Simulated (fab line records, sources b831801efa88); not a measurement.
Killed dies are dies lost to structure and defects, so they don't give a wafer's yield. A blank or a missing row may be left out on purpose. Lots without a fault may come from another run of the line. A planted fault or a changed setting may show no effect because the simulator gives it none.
fab line records | flow sky130
record lots=12 wafers=36 last_day=50
route steps=708 shown METAL2@486 VIA4@657 METAL5@665 PASSIVATION@692 PAD_OPEN@708
lots that met no fault: from a run of the same line without faults
start_h: hours from the record's first day to the start of the lot's first wafer shown | wait_h: hours since the lot's step before | " the same as in the row above | L1.1+2: a row that stands for several wafers | - no value, or no start given | * or withheld: withheld | < > ~ a bound
route shown NAME@n: a module of which the file shows steps, and the number in the route of the first | usual: mean/standard deviation of fault-free wafers | same: alike in all rows | chamber/n: place in a boat | sites: the reading at each site | _std_site: their standard deviation | _edge_site: outer sites' mean less inner sites' | radius_mm: how far each site lies from the wafer's centre | mask NAME#n: copy n | behind: the tool/chamber that last shaped the wafer | hold: why the lot was held/for how many hours/how that ended | device: the transistor (n, p or np) that didn't switch | end of line: the same wafers' tests at the end of the route | a step without rows: its recipe alone | killed: dies lost to structure and defects at the first sort, not the wafer's yield | map: a wafer's dies, x killed, . not, _ none there
set.NAME: the setting as run; set.NAME@STEP: as run at that earlier step | model.NAME: the simulator's own value behind a step, which no gauge read
steps of the route over a sample of lots; a table a step, a row a wafer
services: from which hour (start_h, from the record's first day; less than 0 if before it) a tool's chamber was out of use, for how many hours, and why
## steps
# step SKY_METAL2_SPUTTER_03
# recipe material=Ti target_thk_nm=5 power_w=3000 time_s=3.3 chamber_pressure_pa=0.4
# usual throttle_valve_pct=30.4/0.59
# columns lot.wafer tool chamber start_h wait_h throttle_valve_pct
L184.1 pvd_sputter-01 - 795.71 0.0 30.4
L184.2 " - " " 30.5
L184.4 " - " " 30.1
L186.1 pvd_sputter-01 - 811.66 0.0 29.7
L186.2 " - " " 30.5
L186.6 " - " " 29.9
L188.1 pvd_sputter-04 - 843.51 0.0 30.2
L188.5 " - " " 29.4
L188.6 " - " " 30.1
L189.3 pvd_sputter-04 - 853.17 0.0 29.6
L189.5 " - " " 29.5
L189.6 " - " " 29.9
L191.2 pvd_sputter-01 - 860.22 0.0 30.1
L191.4 " - " " 30.2
L191.6 " - " " 30.5
L190.4 pvd_sputter-04 - 861.90 0.0 30.1
L190.5 " - " " 29.9
L190.6 " - " " 29.7
L192.4 pvd_sputter-01 - 878.49 0.0 30.6
L192.5 " - " " 30.3
L192.6 " - " " 30.9
L194.1 pvd_sputter-03 - 881.30 0.0 30.6
L194.4 " - " " 31.2
L194.6 " - " " 31.2
L193.1 pvd_sputter-01 - 883.95 0.0 30.4
L193.2 " - " " 30.0
L193.5 " - " " 30.4
L195.3 pvd_sputter-01 - 887.88 0.0 30.0
L195.4 " - " " 29.7
L195.6 " - " " 30.1
L196.3 pvd_sputter-03 - 893.68 0.0 29.6
L196.5 " - " " 31.3
L196.6 " - " " 31.2
L206.1 pvd_sputter-04 - 961.23 0.0 30.0
L206.5 " - " " 30.1
L206.6 " - " " 31.4
# step SKY_VIA4_CVD_18
# recipe material=W target_thk_nm=505 time_s=152.14 temp_c=402.1 pressure_torr=40
# usual heater_power_w=916/18
# columns lot.wafer tool chamber start_h wait_h heater_power_w
L184.1 cvd_w-01 1 1004.90 0.0 873
L184.2 " 0 " " 924
L184.4 " 0 " " 916
L186.1 cvd_w-01 0 1020.30 0.0 900
L186.2 " 1 " " 884
L186.6 " 0 " " 925
L188.1 cvd_w-02 0 1049.98 0.0 899
L188.5 " 0 " " 893
L188.6 " 1 " " 921
L189.3 cvd_w-01 1 1056.45 0.1 869
L189.5 " 1 " " 941
L189.6 " 0 " " 910
L191.2 cvd_w-01 0 1060.93 0.0 901
L191.4 " 0 " " 935
L191.6 " 1 " " 901
L190.4 cvd_w-01 0 1064.45 0.1 923
L190.5 " 1 " " 920
L190.6 " 0 " " 929
L192.4 cvd_w-02 1 1078.20 0.1 930
L192.5 " 1 " " 924
L192.6 " 0 " " 889
L194.1 cvd_w-01 1 1079.61 0.0 922
L194.4 " 0 " " 925
L194.6 " 0 " " 931
L193.1 cvd_w-02 1 1081.57 0.0 926
L193.2 " 0 " " 887
L193.5 " 0 " " 902
L195.3 cvd_w-02 0 1082.60 0.1 908
L195.4 " 1 " " 935
L195.6 " 1 " " 912
L196.3 cvd_w-01 0 1089.57 0.1 923
L196.5 " 1 " " 924
L196.6 " 0 " " 908
L206.1 cvd_w-01 1 1144.47 0.0 908
L206.5 " 0 " " 937
L206.6 " 1 " " 917
# step SKY_METAL5_SPUTTER_04
# recipe material=TiN target_thk_nm=70 power_w=6500 time_s=58.3 chamber_pressure_pa=0.4156
# usual throttle_valve_pct=30.5/0.62
# columns lot.wafer tool chamber start_h wait_h throttle_valve_pct
L184.1 pvd_sputter-03 - 1005.65 0.0 31.3
L184.2 " - " " 31.6
L184.4 " - " " 30.9
L186.1 pvd_sputter-01 - 1021.32 0.0 30.1
L186.2 " - " " 30.5
L186.6 " - " " 30.4
L188.1 pvd_sputter-04 - 1051.25 0.0 29.9
L188.5 " - " " 30.9
L188.6 " - " " 30.0
L189.3 pvd_sputter-03 - 1057.15 0.0 31.2
L189.5 " - " " 31.2
L189.6 " - " " 31.4
L191.2 pvd_sputter-03 - 1061.68 0.0 29.8
L191.4 " - " " 31.4
L191.6 " - " " 29.6
L190.4 pvd_sputter-03 - 1065.15 0.0 31.5
L190.5 " - " " 31.5
L190.6 " - " " 29.9
L192.4 pvd_sputter-04 - 1079.04 0.0 30.0
L192.5 " - " " 29.5
L192.6 " - " " 30.2
L194.1 pvd_sputter-01 - 1080.36 0.0 30.0
L194.4 " - " " 30.4
L194.6 " - " " 30.0
L193.1 pvd_sputter-04 - 1082.32 0.0 30.0
L193.2 " - " " 30.0
L193.5 " - " " 30.2
L195.3 pvd_sputter-01 - 1083.30 0.0 30.6
L195.4 " - " " 30.0
L195.6 " - " " 30.0
L196.3 pvd_sputter-03 - 1090.27 0.0 31.3
L196.5 " - " " 30.7
L196.6 " - " " 30.0
L206.1 pvd_sputter-03 - 1145.22 0.0 31.0
L206.5 " - " " 31.2
L206.6 " - " " 31.1
# step SKY_PASSIVATION_ETCH_11
# recipe chemistry=CF4/O2 target_depth_nm=725 stop_on=AlCu source_w=800 bias_w=150 pressure_mtorr=150 cf4_flow_sccm=80 O2_flow_sccm=10 time_s=161.1
# usual drypump_motor_current_A=5.8/0.55 oes_product_au=0.978/0.0064 throttle_valve_pct=5.964/0.0093
# columns lot.wafer tool chamber start_h wait_h drypump_motor_current_A oes_product_au rf_hours_counter_h throttle_valve_pct
L184.1 rie_diel-02 0 1051.54 - 5.8 0.974 12 5.976
L184.2 " 1 " " 6.2 0.967 17 5.960
L184.4 " 3 " " 6.3 0.972 17 5.968
L186.1 rie_diel-04 1 1066.11 - 6.0 0.965 9 5.976
L186.2 " 2 " " 6.4 0.974 23 5.955
L186.6 " 3 " " 5.8 0.979 - 5.954
L188.1 rie_diel-02 3 1094.06 - 6.3 0.972 18 5.958
L188.5 " 0 " " 5.8 0.979 - 5.964
L188.6 " 3 " " 6.3 0.978 - 5.952
L189.3 rie_diel-03 2 1099.74 - 5.5 0.987 19 5.967
L189.5 " 2 " " 5.5 0.983 - 5.955
L189.6 " 1 " " 4.7 0.976 - 5.954
L191.2 rie_diel-04 1 1104.31 - 6.1 0.968 10 5.969
L191.4 " 2 " " 6.4 0.982 23 5.940
L191.6 " 0 " " 6.0 0.981 - 5.962
L190.4 rie_diel-03 2 1106.41 - 5.5 0.975 19 5.962
L190.5 " 1 " " 4.7 0.985 - 5.961
L190.6 " 0 " " 4.7 0.972 - 5.972
L192.4 rie_diel-04 2 1120.21 - 6.4 0.986 24 5.960
L192.5 " 3 " " 5.8 0.983 - 5.971
L192.6 " 2 " " 6.4 0.977 - 5.966
L194.1 rie_diel-04 1 1122.59 - 6.0 0.976 11 5.966
L194.4 " 3 " " 5.8 0.975 28 5.974
L194.6 " 1 " " 6.0 0.993 - 5.961
L193.1 rie_diel-04 1 1123.99 - 6.0 0.970 11 5.961
L193.2 " 3 " " 5.8 0.966 28 5.954
L193.5 " 3 " " 5.8 0.974 - 5.956
L195.3 rie_diel-03 1 1126.34 - 4.7 0.972 16 5.969
L195.4 " 3 " " 5.9 0.984 9 5.974
L195.6 " 1 " " 4.7 0.978 - 5.973
L196.3 rie_diel-04 3 1132.21 - 5.8 0.980 28 5.954
L196.5 " 3 " " 5.8 0.973 - 5.964
L196.6 " 0 " " 6.0 0.977 - 5.961
L206.1 rie_diel-03 2 1180.99 - 5.5 0.978 22 5.968
L206.5 " 3 " " 6.0 0.990 - 5.978
L206.6 " 0 " " 4.7 0.988 - 5.966
# step SKY_PAD_OPEN_PROBE_99
# usual defect_limited_yield=82.6/1.9 killed_at_M0_to_M3=43/6.9 killed_at_M4_up=3.0/1.8 killed_at_contacts=24/4.8 killed_at_front_end=15/4.5 killed_at_other=0.4/0.67 killed_dies=86/9.2 killed_open=46/6.9 killed_short=39/6 sort_bin_3_pad_short=0.8/0.39 sort_bin_5_function=10.2/1.3 sort_bin_6_memory=6.3/1.2 sort_n_pass=406/9.2 sort_yield_pct=82.6/1.9
# same gross_dies=492 killed_at_back_side=0 sort_bin_4_leakage[%]=0 sort_bin_8_speed[%]=0
# columns lot.wafer tool chamber start_h wait_h defect_limited_yield[%] killed_at_M0_to_M3 killed_at_M4_up killed_at_contacts killed_at_front_end killed_at_other killed_dies killed_open killed_short sort_bin_3_pad_short[%] sort_bin_5_function[%] sort_bin_6_memory[%] sort_n_pass sort_yield_pct[%]
L188.1 prober-02 - 1117.38 0.1 83.3 40 3 26 12 1 82 37 44 1.4 10.6 4.7 410 83.3
L188.5 prober-02 - 1117.58 0.2 83.9 34 1 23 19 2 79 36 40 1.0 8.5 6.5 413 83.9
L188.6 prober-02 - 1117.63 0.2 83.5 44 0 16 19 2 81 38 41 0.8 8.3 7.3 411 83.5
L189.3 prober-01 - 1122.32 0.2 83.1 42 3 23 15 0 83 47 36 0.6 10.8 5.5 409 83.1
L189.5 prober-01 - 1122.42 0.2 82.9 50 2 26 6 0 84 44 40 0.8 10.4 5.9 408 82.9
L189.6 prober-01 - 1122.47 0.2 81.9 49 3 20 16 1 89 45 43 1.2 12.8 4.1 403 81.9
L191.2 prober-02 - 1126.52 0.1 81.3 35 3 40 14 0 92 47 45 1.6 11.2 5.9 400 81.3
L191.4 prober-02 - 1126.62 0.2 90.0 22 2 17 8 0 49 29 20 0.6 5.9 3.5 443 90.0
L191.6 prober-02 - 1126.72 0.2 83.7 28 2 31 18 1 80 46 33 1.0 9.8 5.5 412 83.7
L190.4 prober-01 - 1128.49 0.2 84.3 40 2 23 12 0 77 45 32 0.4 11.0 4.3 415 84.3
L190.5 prober-01 - 1128.54 0.2 82.3 44 2 31 9 1 87 48 39 1.2 8.7 7.7 405 82.3
L190.6 prober-01 - 1128.59 0.2 85.0 36 0 26 11 1 74 33 41 0.8 8.7 5.5 418 85.0
L192.4 prober-02 - 1142.54 0.2 82.9 48 2 20 13 1 84 49 35 0.6 9.3 7.1 408 82.9
L192.5 prober-02 - 1142.59 0.2 82.7 52 2 24 7 0 85 48 36 1.2 9.1 6.9 407 82.7
L192.6 prober-02 - 1142.64 0.2 82.5 36 2 32 16 0 86 51 34 0.2 11.6 5.7 406 82.5
L194.1 prober-01 - 1144.57 0.1 79.9 56 7 28 7 1 99 59 39 1.2 11.8 7.1 393 79.9
L194.4 prober-01 - 1144.72 0.2 83.5 47 3 21 10 0 81 49 31 0.8 10.0 5.7 411 83.5
L194.6 prober-01 - 1144.82 0.2 82.7 45 2 25 13 0 85 47 37 0.8 11.2 5.3 407 82.7
L193.1 prober-02 - 1145.89 0.1 69.9 102 4 24 18 0 148 54 32 4.7 16.3 9.1 344 69.9
L193.2 prober-02 - 1145.94 0.1 70.9 98 1 28 15 1 143 47 31 4.1 18.5 6.5 349 70.9
L193.5 prober-02 - 1146.09 0.2 71.5 104 6 12 18 0 140 42 31 4.1 17.7 6.7 352 71.5
L195.3 prober-01 - 1147.57 0.2 74.4 91 3 18 14 0 126 36 25 4.9 15.7 5.1 366 74.4
L195.4 prober-01 - 1147.62 0.2 80.1 69 2 19 8 0 98 47 25 2.6 11.0 6.3 394 80.1
L195.6 prober-01 - 1147.72 0.2 73.4 95 1 17 18 0 131 39 26 4.1 17.1 5.5 361 73.4
# killed by level:class
L188.1 LI_CONTACT:geometric_particle:open=10 VIA1:geometric_particle:open=9 METAL2:geometric_particle:short=7 FIELD_ISO:geometric_particle:short=6 VIA1:geometric_particle:short=6 CONTACT:geometric_particle:short=5 VIA2:geometric_particle:open=5 CONTACT:geometric_particle:open=4
L188.5 CONTACT:geometric_particle:short=8 POLY_GATE:geometric_particle:open=6 VIA1:geometric_particle:open=6 VIA2:geometric_particle:open=6 METAL2:geometric_particle:short=5 POLY_GATE:geometric_particle:short=4 LI_CONTACT:geometric_particle:open=4 CONTACT:geometric_particle:open=4
L188.6 FIELD_ISO:geometric_particle:short=8 VIA2:geometric_particle:open=8 METAL1:geometric_particle:short=7 METAL2:geometric_particle:short=6 VIA2:geometric_particle:short=6 LI_CONTACT:geometric_particle:open=5 VIA3:geometric_particle:open=5 VIA1:geometric_particle:open=5
L189.3 VIA1:geometric_particle:open=10 VIA2:geometric_particle:open=9 CONTACT:geometric_particle:open=7 LI_CONTACT:geometric_particle:open=6 METAL1:geometric_particle:short=6 LOCAL_INTERCONNECT:geometric_particle:short=5 FIELD_ISO:geometric_particle:short=4 FIELD_ISO:geometric_particle:open=4
L189.5 VIA1:geometric_particle:open=9 CONTACT:geometric_particle:open=8 VIA3:geometric_particle:open=8 METAL2:geometric_particle:short=7 LOCAL_INTERCONNECT:geometric_particle:short=7 METAL1:geometric_particle:short=6 CONTACT:geometric_particle:short=5 VIA2:geometric_particle:open=5
L189.6 VIA1:geometric_particle:open=11 METAL2:geometric_particle:short=10 VIA3:geometric_particle:open=8 CONTACT:geometric_particle:open=6 VIA2:geometric_particle:open=6 FIELD_ISO:geometric_particle:short=5 VIA1:geometric_particle:short=5 LOCAL_INTERCONNECT:geometric_particle:short=4
L191.2 CONTACT:geometric_particle:open=11 LI_CONTACT:geometric_particle:open=9 VIA3:geometric_particle:open=9 LOCAL_INTERCONNECT:geometric_particle:short=8 CONTACT:geometric_particle:short=7 FIELD_ISO:geometric_particle:short=5 VIA1:geometric_particle:open=5 FIELD_ISO:geometric_particle:open=4
L191.4 CONTACT:geometric_particle:open=8 LOCAL_INTERCONNECT:geometric_particle:short=5 VIA1:geometric_particle:open=5 VIA3:geometric_particle:open=4 METAL1:geometric_particle:short=3 VIA1:geometric_particle:short=3 VIA2:geometric_particle:open=3 FIELD_ISO:geometric_particle:open=2
L191.6 CONTACT:geometric_particle:open=11 LI_CONTACT:geometric_particle:open=7 VIA1:geometric_particle:open=7 FIELD_ISO:geometric_particle:open=6 LOCAL_INTERCONNECT:geometric_particle:short=5 POLY_GATE:geometric_particle:short=4 METAL1:geometric_particle:short=4 VIA2:geometric_particle:open=4
L190.4 CONTACT:geometric_particle:open=9 VIA1:geometric_particle:open=9 LI_CONTACT:geometric_particle:open=6 VIA2:geometric_particle:open=5 VIA1:geometric_particle:short=5 FIELD_ISO:geometric_particle:short=4 METAL1:geometric_particle:short=4 METAL2:geometric_particle:short=4
L190.5 LI_CONTACT:geometric_particle:open=12 VIA2:geometric_particle:open=8 METAL1:geometric_particle:short=8 CONTACT:geometric_particle:open=7 VIA1:geometric_particle:open=7 LOCAL_INTERCONNECT:geometric_particle:short=6 METAL2:geometric_particle:short=5 CONTACT:geometric_particle:short=4
L190.6 VIA1:geometric_particle:open=10 CONTACT:geometric_particle:open=7 CONTACT:geometric_particle:short=7 METAL1:geometric_particle:short=7 POLY_GATE:geometric_particle:short=6 LOCAL_INTERCONNECT:geometric_particle:short=6 LI_CONTACT:geometric_particle:open=4 VIA1:geometric_particle:short=4
L192.4 VIA1:geometric_particle:open=12 VIA3:geometric_particle:open=9 LI_CONTACT:geometric_particle:open=8 CONTACT:geometric_particle:open=7 VIA1:geometric_particle:short=6 FIELD_ISO:geometric_particle:short=5 VIA3:geometric_particle:short=5 POLY_GATE:geometric_particle:open=4
L192.5 VIA1:geometric_particle:open=12 VIA3:geometric_particle:open=10 CONTACT:geometric_particle:open=9 METAL2:geometric_particle:short=7 VIA2:geometric_particle:open=5 LI_CONTACT:geometric_particle:open=5 VIA1:geometric_particle:short=5 VIA3:geometric_particle:short=5
L192.6 CONTACT:geometric_particle:open=12 VIA1:geometric_particle:open=11 VIA1:geometric_particle:short=7 LI_CONTACT:geometric_particle:open=7 VIA2:geometric_particle:open=7 LOCAL_INTERCONNECT:geometric_particle:short=5 CONTACT:geometric_particle:short=5 FIELD_ISO:geometric_particle:short=4
L194.1 VIA1:geometric_particle:open=13 CONTACT:geometric_particle:open=12 VIA2:geometric_particle:open=8 VIA3:geometric_particle:open=8 LI_CONTACT:geometric_particle:open=7 VIA1:geometric_particle:short=7 CONTACT:geometric_particle:short=6 VIA2:geometric_particle:short=5
L194.4 VIA1:geometric_particle:open=16 LI_CONTACT:geometric_particle:open=8 VIA3:geometric_particle:open=7 CONTACT:geometric_particle:open=6 VIA1:geometric_particle:short=5 METAL2:geometric_particle:short=5 POLY_GATE:geometric_particle:open=4 LOCAL_INTERCONNECT:geometric_particle:short=4
L194.6 VIA3:geometric_particle:open=10 VIA2:geometric_particle:open=8 LI_CONTACT:geometric_particle:open=7 VIA3:geometric_particle:short=6 LOCAL_INTERCONNECT:geometric_particle:short=6 CONTACT:geometric_particle:open=6 VIA1:geometric_particle:short=6 VIA1:geometric_particle:open=6
L193.1 METAL2:unspecified=62 VIA1:geometric_particle:open=14 LI_CONTACT:geometric_particle:open=8 CONTACT:geometric_particle:open=7 POLY_GATE:geometric_particle:short=5 VIA2:geometric_particle:open=5 VIA3:geometric_particle:open=5 FIELD_ISO:geometric_particle:short=4
L193.2 METAL2:unspecified=65 CONTACT:geometric_particle:open=10 VIA3:geometric_particle:open=9 LI_CONTACT:geometric_particle:open=8 VIA1:geometric_particle:open=8 METAL2:geometric_particle:short=5 POLY_GATE:geometric_particle:open=4 LOCAL_INTERCONNECT:geometric_particle:short=4
L193.5 METAL2:unspecified=67 VIA1:geometric_particle:open=8 VIA2:geometric_particle:open=7 POLY_GATE:geometric_particle:open=6 CONTACT:geometric_particle:open=6 METAL4:geometric_particle:short=5 VIA1:geometric_particle:short=5 FIELD_ISO:geometric_particle:short=4
L195.3 METAL2:unspecified=64 CONTACT:geometric_particle:open=9 VIA3:geometric_particle:open=7 VIA1:geometric_particle:open=6 FIELD_ISO:geometric_particle:short=4 LI_CONTACT:geometric_particle:open=4 VIA3:geometric_particle:short=3 VIA1:geometric_particle:short=3
L195.4 METAL2:unspecified=26 LI_CONTACT:geometric_particle:open=11 VIA1:geometric_particle:open=9 VIA3:geometric_particle:open=6 CONTACT:geometric_particle:open=6 VIA2:geometric_particle:open=6 FIELD_ISO:geometric_particle:open=4 VIA2:geometric_particle:short=4
L195.6 METAL2:unspecified=65 VIA1:geometric_particle:short=8 VIA1:geometric_particle:open=7 VIA3:geometric_particle:open=7 CONTACT:geometric_particle:open=6 FIELD_ISO:geometric_particle:open=5 LI_CONTACT:geometric_particle:open=5 POLY_GATE:geometric_particle:open=4
## services
# columns tool chamber start_h hours kind
rie_diel-03 3 777.58 3.3 repair
pvd_sputter-03 - 781.45 1.9 repair
rie_diel-04 - 786.63 2.8 pm
pvd_sputter-03 - 808.71 5.2 repair
pvd_sputter-03 - 841.87 4.8 repair
rie_diel-03 2 870.05 7.4 repair
cvd_w-02 - 881.87 6.0 pm
rie_diel-04 3 882.70 2.9 repair
pvd_sputter-01 - 895.84 12.0 repair
rie_diel-03 - 903.88 3.2 repair
cvd_w-01 - 904.00 14.0 pm
pvd_sputter-01 - 942.08 3.2 repair
pvd_sputter-04 - 943.85 4.6 repair
cvd_w-01 - 952.58 1.5 repair
pvd_sputter-04 - 964.83 0.5 repair
rie_diel-04 2 1002.61 5.2 repair
pvd_sputter-01 - 1005.36 0.5 repair
rie_diel-04 1 1009.22 2.2 repair
cvd_w-01 1 1035.79 11.0 repair
rie_diel-04 1 1079.70 3.9 repair
rie_diel-04 - 1089.70 14.6 pm
pvd_sputter-03 - 1106.45 4.1 repair
cvd_w-01 - 1109.22 2.8 pm
pvd_sputter-04 - 1134.08 0.8 repair
## key
first_sign step=SKY_PAD_OPEN_PROBE_99 reading=sort_bin_3_pad_short direction=up sigmas=8.1 usual=0.8 struck=4.1
effect step=SKY_PAD_OPEN_PROBE_99 reading=killed_at_M0_to_M3 direction=up sigmas=7.2 usual=43 struck=93
met_at SKY_METAL2_SPUTTER_03
struck_lots L193,L195
not_acting_at SKY_VIA4_CVD_18,SKY_METAL5_SPUTTER_04,SKY_PASSIVATION_ETCH_11
onset_between 878.49 883.95
fault kind=chamber_particle_source tool=pvd_sputter-01 chamber=- onset_h=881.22 steps=SKY_METAL2_SPUTTER_03 rate_per_visit_cm2=1.7257 end_h=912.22
